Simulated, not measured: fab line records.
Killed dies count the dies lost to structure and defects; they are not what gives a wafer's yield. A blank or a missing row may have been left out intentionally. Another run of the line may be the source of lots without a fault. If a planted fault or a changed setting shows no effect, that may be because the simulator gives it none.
Chamber matching / flow gf180mcu / GF_V1_CMP_26 on cmp-02 has 4 sister chambers
The step polishes, stops on SiO2, t overpolish 15 s, target thk 0 nm. 8 wafers are shown with their chamber, then 7 later ones without.

WAFERS PAIRED WITH THEIR CHAMBERS
wafer=L850.5; chamber=3; timeToEndpointS (s)=84; motorCurrentA (A)=10.5
wafer=L850.6; chamber=0; timeToEndpointS (s)=85; motorCurrentA (A)=10.5
wafer=L851.1; chamber=0; timeToEndpointS (s)=87; motorCurrentA (A)=10.9
wafer=L851.4; chamber=3; timeToEndpointS (s)=81; motorCurrentA (A)=11.3
wafer=L862.1; chamber=1; timeToEndpointS (s)=82; motorCurrentA (A)=10.2
wafer=L862.6; chamber=2; timeToEndpointS (s)=84; motorCurrentA (A)=10.3
wafer=L865.1; chamber=1; timeToEndpointS (s)=83; motorCurrentA (A)=10.3
wafer=L865.2; chamber=2; timeToEndpointS (s)=79; motorCurrentA (A)=10.5

WAFERS WITH NO CHAMBER GIVEN
wafer=L865.6; timeToEndpointS (s)=81; motorCurrentA (A)=10.8
wafer=L866.1; timeToEndpointS (s)=78; motorCurrentA (A)=10.6
wafer=L866.2; timeToEndpointS (s)=80; motorCurrentA (A)=10.7
wafer=L866.6; timeToEndpointS (s)=79; motorCurrentA (A)=10.8
wafer=L869.1; timeToEndpointS (s)=81; motorCurrentA (A)=11.4
wafer=L869.4; timeToEndpointS (s)=92; motorCurrentA (A)=10.3
wafer=L869.6; timeToEndpointS (s)=84; motorCurrentA (A)=11.0

CHAMBER TAKEN BY EACH
wafer=L865.6; from the rows above=can't be placed: 3 or 2 or 1 or 0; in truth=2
wafer=L866.1; from the rows above=can't be placed: 2 or 3 or 1 or 0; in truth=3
wafer=L866.2; from the rows above=can't be placed: 2 or 3 or 1 or 0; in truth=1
wafer=L866.6; from the rows above=can't be placed: 3 or 2 or 1 or 0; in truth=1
wafer=L869.1; from the rows above=can't be placed: 3 or 2 or 0 or 1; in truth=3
wafer=L869.4; from the rows above=can't be placed: 0 or 1 or 3 or 2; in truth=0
wafer=L869.6; from the rows above=can't be placed: 3 or 0 or 2 or 1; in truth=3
Placed correctly: 0 of 7. From these rows, 7 cannot be placed; in 7 the true chamber is one of the candidates. 0 placed wrongly.
How it was worked out, from the rows above alone: a wafer's distance from a chamber is the root of the sum, over the readings, of the square of ((its reading less the chamber's mean) divided by the reading's scatter). If the next closest chamber is less than 2 further off than the closest, the wafer can't be placed; otherwise it belongs to the closest. The mean given for a chamber averages the wafers shown for that chamber. The scatter is the square root of a quotient: the sum, over the shown wafers, of each reading's squared deviation from its chamber's mean, divided by wafers minus chambers.
